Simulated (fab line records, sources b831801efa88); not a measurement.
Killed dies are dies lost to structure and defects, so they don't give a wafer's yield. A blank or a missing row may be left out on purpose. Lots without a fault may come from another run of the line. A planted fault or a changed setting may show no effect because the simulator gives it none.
A struck lot beside a sound one | flow sky130 | 26 steps out of a route of 708
Sound: wafers L491.2, L491.4, L491.6. Struck: wafers L489.1, L489.2, L489.3. The cause comes at the end.
At each step with rows: each side's tool, then ch and its chambers, then its first start. Under that, the readings that differ: sound wafers | struck wafers | difference of the means | sigmas: that difference in standard deviations of wafers without a fault.
alike: readings whose means differ by less than 2 such deviations, and words and numbers that are the same on both sides. not compared: withheld readings, readings that some wafer has no value for, bounds like >300 that may hide the same value, and numbers for which the record gives no deviation and whose values overlap.
The two part at a step that has a row with sigmas, a row that says differs or no value, or rows on one side only. Numbers that don't overlap but have no deviation are shown without sigmas and don't part them. A reading that every wafer of one side lacks parts them only if that side has two wafers or more.

SKY_PWDE_TW_MEAS_10:
  sound on film_metro-01, day 6 07:34; struck on film_metro-01, day 6 00:30
  alike: PWDE_TW
then, 7 steps without rows for these wafers: SKY_NWELL_DEHYDRATE_03 (time 60 s); SKY_NWELL_HMDS_04 (prime time 60 s); SKY_NWELL_COAT_05 (resist thk 3000 nm); SKY_NWELL_SOFTBAKE_06; SKY_NWELL_EXPOSE_07 (exposes mask NWM, target cd 840 nm); SKY_NWELL_PEB_08; SKY_NWELL_DEVELOP_09 (develop time 60 s).
SKY_NWELL_OVL_MEAS_10:
  sound on overlay-01, day 7 01:04; struck on overlay-01, day 6 18:19
  alike: NWELL_00_OVL
then, 3 steps without rows for these wafers: SKY_NWELL_IMPLANT_11; SKY_NWELL_IMPLANT_12; SKY_NWELL_IMPLANT_13.
SKY_NWELL_STRIP_14: strips in O2/N2.
  sound on plasma_asher-04 ch 0, day 7 01:33; struck on plasma_asher-02 ch 0,1, day 6 18:48
  no value came back on the struck wafers for any of 5 readings (chamber_pressure_mTorr (mTorr), drypump_motor_current_A (A) and others); on the sound wafers chamber_pressure_mTorr (mTorr) reads 1499.5 1501.7 1498.6
  reading                                 | sound | struck         | difference | sigmas
  model.coat_of_NWELL_COAT_05.thk_nm (nm) | 0 0 0 | 2995 3005 3001 | +3000      |
  not compared: rf_hours_counter_h
SKY_NWELL_TW_MEAS_15:
  sound on film_metro-01, day 7 01:40; struck on film_metro-04, day 6 18:54
  alike: NWELL_TW
then, 7 steps without rows for these wafers: SKY_NWELL_DEHYDRATE_16 (time 60 s); SKY_NWELL_HMDS_17 (prime time 60 s); SKY_NWELL_COAT_18 (resist thk 3000 nm); SKY_NWELL_SOFTBAKE_19; SKY_NWELL_EXPOSE_20 (exposes mask NWM COMPLEMENT, target cd 840 nm); SKY_NWELL_PEB_21; SKY_NWELL_DEVELOP_22 (develop time 60 s).
SKY_NWELL_OVL_MEAS_23:
  sound on overlay-02, day 7 21:52; struck on overlay-01, day 7 14:58
  alike: NWELL_01_OVL
then, 1 step without rows for these wafers: SKY_NWELL_IMPLANT_24.
SKY_NWELL_STRIP_25: strips in O2/N2.
  sound on plasma_asher-04 ch 0,1, day 7 22:03; struck on plasma_asher-03 ch 0,1, day 7 15:09
  reading                      | sound             | struck            | difference | sigmas
  oes_product_au (a.u.)        | 0.722 0.713 0.719 | 0.737 0.743 0.743 | +0.023     | +5
  strip_time_to_endpoint_s (s) | 36.98 36.96 36.97 | 81.09 81.35 81.31 | +44.28     | +99 or more
  alike: chamber_pressure_mTorr, drypump_motor_current_A
  not compared: rf_hours_counter_h
SKY_NWELL_TW_MEAS_26:
  sound on film_metro-04, day 7 22:10; struck on film_metro-02, day 7 15:15
  reading    | sound             | struck         | difference | sigmas
  NWELL_2_TW | 497.2 497.8 498.9 | 29.9 30.0 30.1 | -468.0     | -99 or more
then, 1 step without rows for these wafers: SKY_NWELL_CLEAN_27 (cleans in SC1/SC2, time 150 s).

WHERE THEY PART
First at SKY_NWELL_STRIP_14; last, within this record, at SKY_NWELL_TW_MEAS_26.

WHY: what the simulator had put in
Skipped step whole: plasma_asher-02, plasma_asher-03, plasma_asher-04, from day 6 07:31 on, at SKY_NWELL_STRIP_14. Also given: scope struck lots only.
